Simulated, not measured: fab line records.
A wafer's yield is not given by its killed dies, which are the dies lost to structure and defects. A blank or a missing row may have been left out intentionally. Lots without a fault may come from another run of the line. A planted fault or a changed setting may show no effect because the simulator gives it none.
The tool behind it: which one? ; flow gf180mcu ; 12 lots with 36 wafers sampled at 4 steps, on a route of 602 steps

WHAT THE GAUGES READ, wafer by wafer
GF_M3_CD_MEAS_14 targets a cd of 280 nm.
lot;measured;on;cd nm (nm)
L075;day 21 21:17;cd sem-02;280.6 280.2 279.6
L077;day 22 07:49;cd sem-02;279.5 279.2 278.7
L079;day 23 06:32;cd sem-01;280.2 278.4 280.0
L081;day 23 19:43;cd sem-02;281.2 280.0 279.6
L083;day 24 14:40;cd sem-01;279.4 278.8 278.2
L085;day 25 02:55;cd sem-02;279.1 278.3 278.8
L087;day 25 18:26;cd sem-01;280.8 280.7 281.2
L089;day 26 18:57;cd sem-01;282.0 280.3 281.0
L091;day 27 01:20;cd sem-01;280.4 279.6 280.0
L093;day 27 17:01;cd sem-01;279.4 279.6 281.5
L095;day 28 06:47;cd sem-02;280.4 280.4 280.4
L097;day 28 17:03;cd sem-01;281.3 281.1 279.7

WHICH TOOL RAN EACH LOT (tool, then ch and the chambers of the sampled wafers, then the start)
lot;GF_V1_ETCH_17;GF_V1_CVD_23;GF_V2_ETCH_16
L075;rie diel-03 ch 0,1, day 18 17:52 or earlier;cvd w-02 ch 0,1, day 18 17:52;rie diel-02 ch 1,2, day 20 19:46
L077;rie diel-01 ch 0,1,2, day 19 05:13 or earlier;cvd w-02 ch 0,1, day 19 05:13;rie diel-02 ch 0,2,3, day 21 06:46
L079;rie diel-02 ch 2,3, day 20 04:34 or earlier;cvd w-01 ch 0,1, day 20 04:34;rie diel-02 ch 0,1, day 22 06:32
L081;rie diel-01 ch 1,2, day 20 19:53 or earlier;cvd w-02 ch 0,1, day 20 19:53;rie diel-03 ch 1,2,3, day 22 20:55
L083;rie diel-02 ch 0,1,3, day 21 14:50 or earlier;cvd w-01 ch 0,1, day 21 14:50;rie diel-02 ch 0,1,3, day 23 15:14
L085;rie diel-02 ch 0,1,3, day 22 04:24 or earlier;cvd w-01 ch 0,1, day 22 04:24;rie diel-03 ch 0,1,2, day 24 03:47
L087;rie diel-02 ch 0,2,3, day 22 20:04 or earlier;cvd w-02 ch 0,1, day 22 20:04;rie diel-02 ch 1,2,3, day 24 19:23
L089;rie diel-01 ch 1,2, day 23 18:38 or earlier;cvd w-01 ch 0,1, day 23 18:38;rie diel-04 ch 0,1,2, day 25 16:50
L091;rie diel-02 ch 1,3, day 24 06:24 or earlier;cvd w-02 ch 0,1, day 24 06:24;rie diel-03 ch 0,2,3, day 26 03:14
L093;rie diel-02 ch 1,2, day 24 21:16 or earlier;cvd w-01 ch 1, day 24 21:16;rie diel-03 ch 0,1,3, day 26 18:44
L095;rie diel-03 ch 0,1,2, day 25 13:30 or earlier;cvd w-01 ch 0, day 25 13:30;rie diel-03 ch 2,3, day 27 09:43
L097;rie diel-01 ch 0,1,2, day 26 01:32 or earlier;cvd w-02 ch 0,1, day 26 01:32;rie diel-04 ch 1,2,3, day 27 20:38
- GF_V1_ETCH_17: etches SiO2 in C4F8/O2/Ar, stops on TiN, target depth 630 nm.
- GF_V1_CVD_23: deposits W, target thk 350 nm, time 105.05 s.
- GF_V2_ETCH_16: etches BARC in N2/H2.

THE ANSWER, worked out from the rows above alone
Rule: what is usual is taken from the lots themselves. Put in order of their means at a reading, lots are off if they are a third of the lots or fewer, leave a main group of 4 or more, and stand apart from it by a gap of 3 or more times the standard deviation of the main group's means; of several such gaps the widest counts. Not used: any main group whose means are identical at the precision the tables above print for the reading. A lot without any number at a reading at which 4 lots or more have one is off too. The other lots that the step has rows for count as sound.
Nothing can be told from this: no lot is off at any reading shown.

WHAT WAS PUT IN BY THE SIMULATOR
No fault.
